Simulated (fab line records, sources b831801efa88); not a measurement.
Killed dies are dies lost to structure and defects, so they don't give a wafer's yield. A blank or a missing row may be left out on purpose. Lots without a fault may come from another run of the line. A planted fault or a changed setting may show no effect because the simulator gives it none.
One fault seen from 2 desks | flow sky130 | each desk has only its own numbers; what lay behind them comes last

THE METROLOGY DESK
What the gauges read, lot by lot, whatever tool the lot ran on: means of the sampled wafers that have a number. A lot is out of limits, marked OUT, if its mean lies more than 4 standard deviations from the usual mean; the brackets give that distance.
Columns: A = cd_nm at SKY_VT_ADJUST_HVTP_CD_MEAS_07, usual 380.0 nm
lot  | first seen here | A
L577 | day 6 04:03     | 376.7
L578 | day 6 10:16     | 385.6
L579 | day 6 12:38     | 379.2
L583 | day 7 12:34     | 380.5
L584 | day 7 21:02     | 379.2
L585 | day 8 01:02     | 381.7
L587 | day 8 14:47     | 378.5
L595 | day 11 00:48    | 379.3
L594 | day 11 02:16    | 380.4
L596 | day 11 05:32    | 378.0
L597 | day 11 14:48    | 378.5
L599 | day 11 22:19    | 384.6
This desk's finding: nothing out of limits on any of the 12 lots.

THE TOOL OWNER'S DESK: plasma_asher-03
The tool's own readings at SKY_VT_ADJUST_LVTN_STRIP_20 (strips in O2/N2): means of the sampled wafers that have a number, for each lot that ran on this tool. A lot is out of limits, marked OUT, if its mean lies more than 4 standard deviations from the usual mean; the brackets give that distance.
Columns: A = drypump_motor_current_A at SKY_VT_ADJUST_LVTN_STRIP_20, usual 5.8 A; B = o2_flow_sccm at SKY_VT_ADJUST_LVTN_STRIP_20, usual 3003 sccm; C = oes_product_au at SKY_VT_ADJUST_LVTN_STRIP_20, usual 0.716 a.u.; D = strip_time_to_endpoint_s at SKY_VT_ADJUST_LVTN_STRIP_20, usual 14.17 s
lot  | first seen here | A   | B              | C     | D
L577 | day 7 18:37     | 5.9 | 3001           | 0.711 | 14.14
L578 | day 8 02:19     | 5.9 | 2997           | 0.714 | 14.20
L587 | day 10 09:10    | 5.9 | 3000           | 0.715 | 14.17
L594 | day 13 04:03    | 5.9 | 2800 (-26) OUT | 0.717 | 14.29
L597 | day 13 17:11    | 5.9 | 2804 (-26) OUT | 0.712 | 14.18
This desk's finding: out of limits on L594, L597; first on L594, day 13 04:03 (o2_flow_sccm at SKY_VT_ADJUST_LVTN_STRIP_20). In limits: L577, L578, L587.

PUT TOGETHER
The tool owner's desk could have raised an alarm at day 13 04:03, on L594, L597.
The metrology desk saw nothing out of limits.
The metrology desk has L594, L597 on record, within its limits.
Of the lots named, all ran SKY_VT_ADJUST_LVTN_STRIP_20 on plasma_asher-03.

WHAT THE SIMULATOR HAD PUT IN
Process parameter drift: plasma_asher-03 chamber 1, from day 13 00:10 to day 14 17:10, at SKY_VT_ADJUST_LVTN_STRIP_20. Setting o2_flow_sccm, moved by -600, from 3000. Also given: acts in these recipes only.
Lots struck among those shown: L594, L597.
Hours from the fault's start to each desk's first reading out of limits: the tool owner's desk, 4.
